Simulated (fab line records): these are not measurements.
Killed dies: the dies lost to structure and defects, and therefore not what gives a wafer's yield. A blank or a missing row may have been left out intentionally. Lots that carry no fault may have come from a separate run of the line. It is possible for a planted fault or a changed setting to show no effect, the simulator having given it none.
Struck lot and sound lot, side by side | flow sky130 | 35 out of 708 route steps
Sound: the wafers L488.2, L488.3, L488.5. Wafers struck: L497.4, L497.5, L497.6. Last of all comes the cause.
Order at every step that has rows: each side's tool, ch and its chambers, its first start. Under that, the readings that differ: sound wafers | struck wafers | difference of the means | sigmas: that difference in standard deviations of wafers without a fault.
alike: a reading whose means differ by less than 2 such deviations, as well as words and numbers matching on both sides. not compared: withheld readings; readings where some wafer has no value; bounds like >300 that might hide an equal value; numbers whose values overlap and for which the record gives no deviation.
The two part at a step that has a row with sigmas, a row that says differs or no value, or rows on one side only. Non-overlapping numbers with no deviation appear without sigmas and do not part them. A reading that every wafer of one side lacks parts them only if that side has two wafers or more.

SKY_SD_P_CD_MEAS_07 targets a cd of 380 nm.
  sound on cd sem-02 at day 28 17:34; struck on cd sem-01 at day 31 18:56
  reading    | sound             | struck            | difference | sigmas
  cd nm (nm) | 379.4 377.1 376.7 | 385.0 383.9 385.0 | +6.9       | +3
SKY_SD_P_OVL_MEAS_08:
  sound on overlay-02 at day 28 17:40; struck on overlay-02 at day 31 19:01
  alike: SD_P_OVL
then, 1 step without rows for these wafers: SKY_SD_P_IMPLANT_09.
SKY_SD_P_STRIP_10: strips in O2/N2.
  sound on plasma asher-03 ch 0, day 28 17:51; struck on plasma asher-01 ch 0,1, day 31 19:13
  reading                     | sound       | struck      | difference | sigmas
  drypump motor current A (A) | 5.3 5.3 5.3 | 6.1 5.9 6.1 | +0.7       | +2
  alike: oes product au, strip time to endpoint s
  not compared: rf hours counter h
SKY_SD_P_TW_MEAS_11:
  sound on film metro-04 at day 28 17:58; struck on film metro-02 at day 31 19:19
  alike: SD_P_TW
then, 7 steps without rows for these wafers: SKY_RES_XHIGH_DEHYDRATE_00 (time 60 s); SKY_RES_XHIGH_HMDS_01 (prime time 60 s); SKY_RES_XHIGH_COAT_02 (resist thk 1140 nm); SKY_RES_XHIGH_SOFTBAKE_03 (time 60 s); SKY_RES_XHIGH_EXPOSE_04 (exposes mask URPM, target cd 1270 nm); SKY_RES_XHIGH_PEB_05; SKY_RES_XHIGH_DEVELOP_06 (develop time 60 s).
SKY_RES_XHIGH_IMPLANT_07:
  sound on implanter-04 ch 0, day 29 21:55; struck on implanter-04 ch 0, day 32 22:04
  reading       | sound                       | struck                        | difference | sigmas
  beam on s (s) | 38.1 36.4 37.5              | 64.0 63.2 60.9                | +25.4      | +9
  dose ions cm2 | 3.6e+14 3.596e+14 3.604e+14 | 6.195e+14 6.191e+14 6.192e+14 | +2.593e+14 | +99 or more
SKY_RES_XHIGH_STRIP_08: strips in O2/N2.
  sound on plasma asher-02 ch 0,1, day 29 22:02; struck on plasma asher-03 ch 0,1, day 32 22:11
  reading                      | sound             | struck            | difference | sigmas
  drypump motor current A (A)  | 5.6 6.4 6.4       | 5.2 5.2 5.3       | -0.9       | -2
  oes product au (a.u.)        | 0.711 0.722 0.713 | 0.691 0.696 0.689 | -0.023     | -6
  strip time to endpoint s (s) | 14.22 14.25 14.20 | 14.87 14.88 14.83 | +0.64      | +15
  not compared: rf hours counter h
SKY_RES_XHIGH_TW_MEAS_09:
  sound on film metro-02 at day 29 22:09; struck on film metro-01 at day 32 22:17
  reading      | sound          | struck         | difference | sigmas
  RES_XHIGH_TW | 1631 1634 1635 | 1935 1929 1931 | +298       | +33
then, 7 steps without rows for these wafers: SKY_SD_N_DEHYDRATE_00 (time 60 s); SKY_SD_N_HMDS_01 (prime time 60 s); SKY_SD_N_COAT_02 (resist thk 1140 nm); SKY_SD_N_SOFTBAKE_03 (time 60 s); SKY_SD_N_EXPOSE_04 (exposes mask NSDM, target cd 380 nm); SKY_SD_N_PEB_05; SKY_SD_N_DEVELOP_06 (develop time 60 s).
SKY_SD_N_CD_MEAS_07 targets a cd of 380 nm.
  sound on cd sem-02 at day 31 02:25; struck on cd sem-01 at day 34 00:19
  reading    | sound             | struck            | difference | sigmas
  cd nm (nm) | 385.0 384.0 385.4 | 381.2 381.4 377.1 | -4.9       | -2
SKY_SD_N_OVL_MEAS_08:
  sound on overlay-01 at day 31 02:31; struck on overlay-02 at day 34 00:23
  alike: SD_N_OVL
then, 2 steps without rows for these wafers: SKY_SD_N_IMPLANT_09; SKY_SD_N_IMPLANT_10.
SKY_SD_N_STRIP_11: strips in O2/N2.
  sound on plasma asher-02 ch 0, day 31 02:51; struck on plasma asher-01 ch 0,1, day 34 00:44
  alike: drypump motor current A, oes product au, strip time to endpoint s
  not compared: rf hours counter h
SKY_SD_N_TW_MEAS_12:
  sound on film metro-02 at day 31 02:58; struck on film metro-01 at day 34 00:50
  alike: SD_N_TW
then, 1 step without rows for these wafers: SKY_SD_N_CLEAN_13 (cleans in SC1/SC2, time 150 s).
SKY_SD_N_RTA_14: time 2 s.
  sound on rtp anneal-01 ch 0, day 31 03:04; struck on rtp anneal-02 ch 0, day 34 00:56
  alike: lamp power pct, wafer_temp_C_max
SKY_SD_N_RS_MEAS_16: a four-point-probe measurement.
  sound on film metro-04 at day 31 03:16; struck on film metro-02 at day 34 01:09
  alike: SD_N_RS
SKY_SD_N_RS_MEAS_17: a four-point-probe measurement.
  sound on film metro-04 at day 31 03:23; struck on film metro-02 at day 34 01:16
  alike: SD_P_RS
SKY_SD_N_RS_MEAS_18: a four-point-probe measurement.
  sound on film metro-04 at day 31 03:30; struck on film metro-02 at day 34 01:23
  reading               | sound             | struck            | difference | sigmas
  RES_XHIGH_RS (ohm/sq) | 334.7 334.0 335.0 | 221.9 221.1 221.7 | -113.0     | -99 or more
then, 1 step without rows for these wafers: SKY_SALICIDE_CLEAN_00 (cleans in HF-last, time 30 s).
-- the record jumps here: 16 days lie between the struck wafers' starts before and after (it left off in module SALICIDE and takes up again in module PAD_OPEN, whose first step shown is number 708 of the route) --
SKY_PAD_OPEN_PROBE_99:
  sound on prober-01 at day 48 01:46; struck on prober-02 at day 50 02:18
  reading                                  | sound           | struck            | difference | sigmas
  model.etest.res xhigh po.line ohm um     | 5966 5635 5655  | 2228 2204 2257    | -3522      |
  model.etest.res xhigh po.rs ohm sq       | 2078 1977 2021  | 782.3 769.6 786.8 | -1245.8    |
  model.etest.res xhigh po.rs ohm sq range | 177.7 168.3 159 | 40.55 51.14 47.72 | -121.86    |
  alike: killed_at_M0_to_M3, killed_at_M4_up, killed at contacts, killed at front end, killed at other, killed dies, killed open, killed short

WHERE THEY PART
At SKY_SD_P_CD_MEAS_07 first; at SKY_SD_N_RS_MEAS_18 last (within this record only). Later steps at which nothing parts them and some readings are alike: SKY_PAD_OPEN_PROBE_99.

WHY: what the simulator had put in
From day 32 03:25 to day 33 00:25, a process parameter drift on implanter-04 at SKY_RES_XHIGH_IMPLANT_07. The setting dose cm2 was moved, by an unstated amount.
